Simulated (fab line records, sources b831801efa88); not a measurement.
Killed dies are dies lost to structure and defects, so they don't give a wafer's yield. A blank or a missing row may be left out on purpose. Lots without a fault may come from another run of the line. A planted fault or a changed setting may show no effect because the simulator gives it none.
A struck lot beside a sound one | flow sky130 | 43 steps out of a route of 708
Sound: wafers L104.1, L104.2, L104.4. Struck: wafer L113.6. The cause comes at the end.
At each step with rows: each side's tool, then ch and its chambers, then its first start. Under that, the readings that differ: sound wafers | struck wafers | difference of the means | sigmas: that difference in standard deviations of wafers without a fault.
alike: readings whose means differ by less than 2 such deviations, and words and numbers that are the same on both sides. not compared: withheld readings, readings that some wafer has no value for, bounds like >300 that may hide the same value, and numbers for which the record gives no deviation and whose values overlap.
The two part at a step that has a row with sigmas, a row that says differs or no value, or rows on one side only. Numbers that don't overlap but have no deviation are shown without sigmas and don't part them. A reading that every wafer of one side lacks parts them only if that side has two wafers or more.

first, 3 steps without rows for these wafers: SKY_METAL2_EXPOSE_12 (exposes mask MM2, target cd 140 nm); SKY_METAL2_PEB_13; SKY_METAL2_DEVELOP_14 (develop time 60 s).
SKY_METAL2_CD_MEAS_15: target cd 140 nm.
  sound on cd_sem-02, day 36 18:49; struck on cd_sem-02, day 38 18:36
  alike: cd_nm
SKY_METAL2_OVL_MEAS_16:
  sound on overlay-01, day 36 18:56; struck on overlay-02, day 38 18:39
  alike: METAL2_OVL
SKY_METAL2_DESCUM_17: chemistry O2, time 8 s.
  sound on rie_metal-03 ch 0,1, day 36 18:58; struck on rie_metal-04 ch 1, day 38 18:41
  alike: drypump_motor_current_A, oes_product_au
  not compared: rf_hours_counter_h
then, 1 step without rows for these wafers: SKY_METAL2_ETCH_18 (etches BARC in N2/H2, stops on SiO2, time 45.9 s, target depth 60 nm).
SKY_METAL2_METAL_ETCH_19: etches the open film in Cl2/BCl3, stops on SiO2, target depth 360 nm, time 78 s.
  sound on rie_metal-03 ch 0,1, day 36 19:04; struck on rie_metal-04 ch 1, day 38 18:49
  alike: drypump_motor_current_A, oes_product_au, throttle_valve_pct
  not compared: rf_hours_counter_h
SKY_METAL2_STRIP_20: strips in O2/N2.
  sound on plasma_asher-04 ch 0,1, day 36 19:09; struck on plasma_asher-04 ch 1, day 38 18:55
  alike: drypump_motor_current_A, oes_product_au, strip_time_to_endpoint_s
  not compared: rf_hours_counter_h
then, 3 steps without rows for these wafers: SKY_METAL2_STRIP_21 (strips in post etch residue remover, time 1200 s); SKY_METAL2_CLEAN_22 (cleans in IPA, time 180 s); SKY_METAL2_CLEAN_23 (cleans in O3/DIW).
SKY_VIA2_HDPCVD_00: deposits SiO2, target thk 1180 nm, time 196.7 s.
  sound on hdpcvd-02 ch 0,1,2, day 36 19:44; struck on hdpcvd-02 ch 2, day 38 19:31
SKY_VIA2_THK_MEAS_01:
  sound on film_metro-01, day 36 19:52; struck on film_metro-04, day 38 19:37
  alike: VIA2_HDPCVD_THK
then, 1 step without rows for these wafers: SKY_VIA2_CMP_02 (polishes SiO2).
SKY_VIA2_BOW_MEAS_03:
  sound on film_metro-04, day 36 20:14; struck on film_metro-03, day 38 20:02
  alike: VIA2_BOW
then, 8 steps without rows for these wafers: SKY_VIA2_DEHYDRATE_04 (time 60 s); SKY_VIA2_HMDS_05 (prime time 60 s); SKY_VIA2_COAT_06 (resist thk 60 nm); SKY_VIA2_COAT_07 (resist thk 450 nm); SKY_VIA2_SOFTBAKE_08 (time 90 s); SKY_VIA2_EXPOSE_09 (exposes mask VIM2, target cd 200 nm); SKY_VIA2_PEB_10; SKY_VIA2_DEVELOP_11 (develop time 60 s).
SKY_VIA2_CD_MEAS_12: target cd 200 nm.
  sound on cd_sem-02, day 37 21:09; struck on cd_sem-01, day 39 19:53
  alike: cd_nm
SKY_VIA2_OVL_MEAS_13:
  sound on overlay-01, day 37 21:16; struck on overlay-02, day 39 19:56
  alike: VIA2_OVL
then, 8 steps without rows for these wafers: SKY_VIA2_ETCH_14 (etches BARC in N2/H2, stops on SiO2, time 45.9 s, target depth 60 nm); SKY_VIA2_ETCH_15 (etches SiO2 in C4F8/O2/Ar, stops on TiN, target depth 546 nm, time 84 s); SKY_VIA2_STRIP_16 (strips in O2/N2); SKY_VIA2_STRIP_17 (strips in post etch residue remover, time 1200 s); SKY_VIA2_CLEAN_18 (cleans in IPA, time 180 s); SKY_VIA2_CLEAN_19 (cleans in O3/DIW); SKY_VIA2_SPUTTER_20 (material TiN, target thk 20 nm, time 80 s); SKY_VIA2_CVD_21 (deposits W, target thk 420 nm, time 126.4 s).
SKY_VIA2_RS_MEAS_22: measures by four-point-probe.
  sound on film_metro-04, day 37 22:14; struck on film_metro-01, day 39 21:05
  alike: VIA2_W_RS
SKY_VIA2_THK_MEAS_23: measures by xrf.
  sound on film_metro-04, day 37 22:21; struck on film_metro-01, day 39 21:09
  alike: VIA2_W_THK
SKY_VIA2_CMP_24: polishes, stops on SiO2, t overpolish 20 s, target thk 0 nm.
  sound on cmp-01 ch 0,1,2, day 37 22:28; struck on cmp-01 ch 0, day 39 21:22
  alike: motor_current_A, overpolish_run_s, platen_rpm, time_to_endpoint_s
SKY_METAL3_SPUTTER_00: material Ti, target thk 15 nm, time 10 s.
  sound on pvd_sputter-01, day 37 22:43; struck on pvd_sputter-01, day 39 21:28
  reading                  | sound                | struck | difference | sigmas
  chamber_pressure_pa (Pa) | 0.4010 0.3989 0.4002 | 0.4025 | +0.0025    | +3
  alike: throttle_valve_pct
then, 4 steps without rows for these wafers: SKY_METAL3_SPUTTER_01 (material TiN, target thk 20 nm, time 16.7 s); SKY_METAL3_SPUTTER_02 (material AlCu, target thk 735 nm, time 39.1 s); SKY_METAL3_SPUTTER_03 (material Ti, target thk 5 nm, time 3.3 s); SKY_METAL3_SPUTTER_04 (material TiN, target thk 70 nm, time 58.3 s).
-- the record jumps here: 9 days lie between the struck wafers' starts before and after (it left off in module METAL3 and takes up again in module PAD_OPEN, whose first step shown is number 708 of the route) --
SKY_PAD_OPEN_PROBE_99:
  sound on prober-01, day 47 01:56; struck on prober-01, day 48 14:55
  reading            | sound     | struck | difference | sigmas
  killed_at_M0_to_M3 | 56 51 49  | 82     | +30        | +4
  killed_dies        | 97 98 104 | 124    | +24        | +3
  killed_open        | 49 50 60  | 36     | -17        | -2
  alike: killed_at_M4_up, killed_at_contacts, killed_at_front_end, killed_at_other, killed_on_rim, killed_short
  not compared: model.etest.tester.sort_n_pass, model.etest.tester.sort_yield_pct, model.etest.tester.sort_bin_5_pct, model.etest.tester.sort_bin_3_pct

WHERE THEY PART
First at SKY_METAL3_SPUTTER_00; last, within this record, at SKY_PAD_OPEN_PROBE_99.

WHY: what the simulator had put in
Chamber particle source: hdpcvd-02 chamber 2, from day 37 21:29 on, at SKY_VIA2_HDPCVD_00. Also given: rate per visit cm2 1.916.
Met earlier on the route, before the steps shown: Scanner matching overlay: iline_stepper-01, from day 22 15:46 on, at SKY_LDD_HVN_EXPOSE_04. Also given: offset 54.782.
